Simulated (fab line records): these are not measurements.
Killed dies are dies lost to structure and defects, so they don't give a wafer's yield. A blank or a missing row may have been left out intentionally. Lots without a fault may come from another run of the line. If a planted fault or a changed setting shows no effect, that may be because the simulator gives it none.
A struck lot beside a sound one	flow gf180mcu	14 out of 602 route steps
Sound: wafers L512.2, L512.4, L512.5. Wafers L521.3, L521.4, L521.6 were the ones struck. The cause is given at the end.
Order at every step that has rows: each side's tool, ch and its chambers, its first start. Under that, the readings that differ: sound wafers	struck wafers	difference of the means	sigmas: that difference in standard deviations of wafers without a fault.
alike: readings whose means differ by less than 2 such deviations, and words and numbers that are the same on both sides. not compared: withheld readings, readings that some wafer has no value for, bounds like >300 that may hide the same value, and numbers for which the record gives no deviation and whose values overlap.
The two part at a step that has a row with sigmas, a row that says differs or no value, or rows on one side only. Non-overlapping numbers with no deviation appear without sigmas and do not part them. A reading that every wafer of one side lacks parts them only if that side has two wafers or more.

first, 2 steps without rows for these wafers: GF_VT_IMPLANT_PEB_16; GF_VT_IMPLANT_DEVELOP_17 (develop time 60 s).
GF_VT_IMPLANT_OVL_MEAS_18:
  struck on overlay-01, day 9 10:55; sound on overlay-01, day 7 00:55
  alike: VT_IMPLANT_01_OVL
next, for these wafers, 1 step has no rows: GF_VT_IMPLANT_IMPLANT_19.
GF_VT_IMPLANT_STRIP_20: strips in O2/N2.
  sound on plasma_asher-03 ch 0,1, day 7 01:05; struck on plasma_asher-03 ch 0,1, day 9 11:07
  alike: drypump_motor_current_A, heater_power_w, oes_product_au, strip_time_to_endpoint_s
  not compared: rf_hours_counter_h
GF_VT_IMPLANT_TW_MEAS_21:
  struck on film_metro-01, day 9 11:13; sound on film_metro-04, day 7 01:12
  alike: VT_IMPLANT_2_TW
then, 6 steps without rows for these wafers: GF_VT_IMPLANT_DEHYDRATE_22 (time 60 s); GF_VT_IMPLANT_HMDS_23 (prime time 60 s); GF_VT_IMPLANT_COAT_24 (resist thk 1000 nm); GF_VT_IMPLANT_SOFTBAKE_25 (time 60 s); GF_VT_IMPLANT_EXPOSE_26 (exposes mask LVPWELL HV AREA, target cd 860 nm); GF_VT_IMPLANT_PEB_27.
GF_VT_IMPLANT_DEVELOP_28: develop time 60 s.
  sound on litho_track-04 ch 0, day 7 16:17; struck on litho_track-04, day 10 04:55
  no value came back on the struck wafers for chill_plate_temp_C (C), develop_time_s (s); on the sound wafers chill_plate_temp_C (C) reads 23.07 22.92 22.93
GF_VT_IMPLANT_OVL_MEAS_29:
  struck on overlay-01, day 10 05:01; sound on overlay-02, day 7 16:25
reading	sound	struck	difference	sigmas
VT_IMPLANT_02_OVL (nm)	-1.1 0.7 0.4	- - -	no value on the struck wafers	

== WHERE THEY PART ==
Earliest at GF_VT_IMPLANT_DEVELOP_28; latest, in this record, at GF_VT_IMPLANT_OVL_MEAS_29.

WHY: whatever the simulator had introduced
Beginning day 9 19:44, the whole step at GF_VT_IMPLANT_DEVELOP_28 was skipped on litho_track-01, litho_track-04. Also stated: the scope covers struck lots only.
